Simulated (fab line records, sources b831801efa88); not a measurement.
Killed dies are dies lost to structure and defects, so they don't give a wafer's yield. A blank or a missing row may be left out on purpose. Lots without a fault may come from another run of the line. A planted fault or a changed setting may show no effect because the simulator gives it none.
A struck lot beside a sound one | flow sfq_line | 14 steps out of a route of 325
Sound: wafers L231.1, L231.2, L231.6. Struck: wafer L232.6. (L232.1, L232.2 of the same lot were not struck and are left out.) The cause comes at the end.
At each step with rows: each side's tool, then ch and its chambers, then its first start. Under that, the readings that differ: sound wafers | struck wafers | difference of the means | sigmas: that difference in standard deviations of wafers without a fault.
alike: readings whose means differ by less than 2 such deviations, and words and numbers that are the same on both sides. not compared: withheld readings, readings that some wafer has no value for, bounds like >300 that may hide the same value, and numbers for which the record gives no deviation and whose values overlap.
The two part at a step that has a row with sigmas, a row that says differs or no value, or rows on one side only. Numbers that don't overlap but have no deviation are shown without sigmas and don't part them. A reading that every wafer of one side lacks parts them only if that side has two wafers or more.

SFQ_TRILAYER_JJ_CE_BARC_OPEN_RIE_150: chemistry O2, target BARC, target depth 240 nm, time 80 s.
  sound on rie_metal-04 ch 0,1, day 47 06:08; struck on rie_metal-04 ch 0, day 47 07:20
  alike: drypump_motor_current_A, oes_product_au, rf_fwd_power_W
  not compared: rf_hours_counter_h
SFQ_TRILAYER_JJ_CE_ETCH_RIE_118: chemistry SF6, target Nb, stops on Al2O3, time 97.7 s, target depth 170 nm.
  sound on rie_metal-04 ch 0,1, day 47 06:13; struck on rie_metal-04 ch 0, day 47 07:25
  alike: drypump_motor_current_A, oes_product_au, rf_fwd_power_W
  not compared: rf_hours_counter_h
then, 1 step without rows for these wafers: SFQ_TRILAYER_JJ_ANODIZE_ANODIZE_119.
SFQ_TRILAYER_JJ_CE_STRIP_STRIP_120: strips in O2.
  sound on rie_metal-03 ch 0,1, day 47 06:50; struck on rie_metal-03 ch 0, day 47 08:02
  reading           | sound             | struck | difference | sigmas
  platen_temp_c (C) | 40.04 40.08 39.88 | 40.21  | +0.21      | +2
  alike: drypump_motor_current_A, oes_product_au
  not compared: rf_hours_counter_h
then, 7 steps without rows for these wafers: SFQ_TRILAYER_JJ_CE_STRIP_SOLV_CLEAN_121 (cleans in NMP, time 600 s); SFQ_TRILAYER_M5_LITHO_COAT_128 (resist thk 62 nm); SFQ_TRILAYER_M5_LITHO_COAT_123 (resist thk 600 nm); SFQ_TRILAYER_M5_LITHO_SOFTBAKE_127; SFQ_TRILAYER_M5_LITHO_EXPOSE_124 (exposes mask M5, target cd 700 nm); SFQ_TRILAYER_M5_LITHO_PEB_126 (peb time 60 s); SFQ_TRILAYER_M5_LITHO_DEVELOP_125 (time 60 s).
-- the record jumps here: 6 days lie between the struck wafers' starts before and after --
SFQ_M5_OVL_MEAS_932:
  sound on overlay-02, day 52 20:35; struck on overlay-02, day 52 21:47
  reading     | sound | struck | difference | sigmas
  M5_OVL (nm) | 5 4 8 | -13    | -19        | -3
SFQ_TRILAYER_M5_BARC_OPEN_METAL_ETCH_161: etches BARC in O2, target depth 125 nm, time 41.7 s.
  sound on rie_metal-04 ch 0,1, day 52 20:37; struck on rie_metal-02 ch 1, day 52 21:49
  reading               | sound             | struck | difference | sigmas
  oes_product_au (a.u.) | 0.678 0.679 0.683 | 0.665  | -0.015     | -3
  run_length_s (s)      | 70.6 70.2 70.5    | 75.3   | +4.9       | +6
  alike: drypump_motor_current_A, rf_fwd_power_W
  not compared: rf_hours_counter_h
SFQ_TRILAYER_M5_ETCH_METAL_ETCH_126: etches Nb in Cl2/BCl3, stops on SiO2, time 203.2 s, target depth 265 nm.
  sound on rie_metal-04 ch 0,1, day 52 20:41; struck on rie_metal-02 ch 1, day 52 21:54
  reading          | sound             | struck | difference | sigmas
  run_length_s (s) | 231.7 232.1 232.0 | 235.2  | +3.3       | +4
  alike: drypump_motor_current_A, oes_product_au, rf_fwd_power_W
  not compared: rf_hours_counter_h

WHERE THEY PART
First at SFQ_TRILAYER_JJ_CE_STRIP_STRIP_120; last, within this record, at SFQ_TRILAYER_M5_ETCH_METAL_ETCH_126.

WHY: what the simulator had put in
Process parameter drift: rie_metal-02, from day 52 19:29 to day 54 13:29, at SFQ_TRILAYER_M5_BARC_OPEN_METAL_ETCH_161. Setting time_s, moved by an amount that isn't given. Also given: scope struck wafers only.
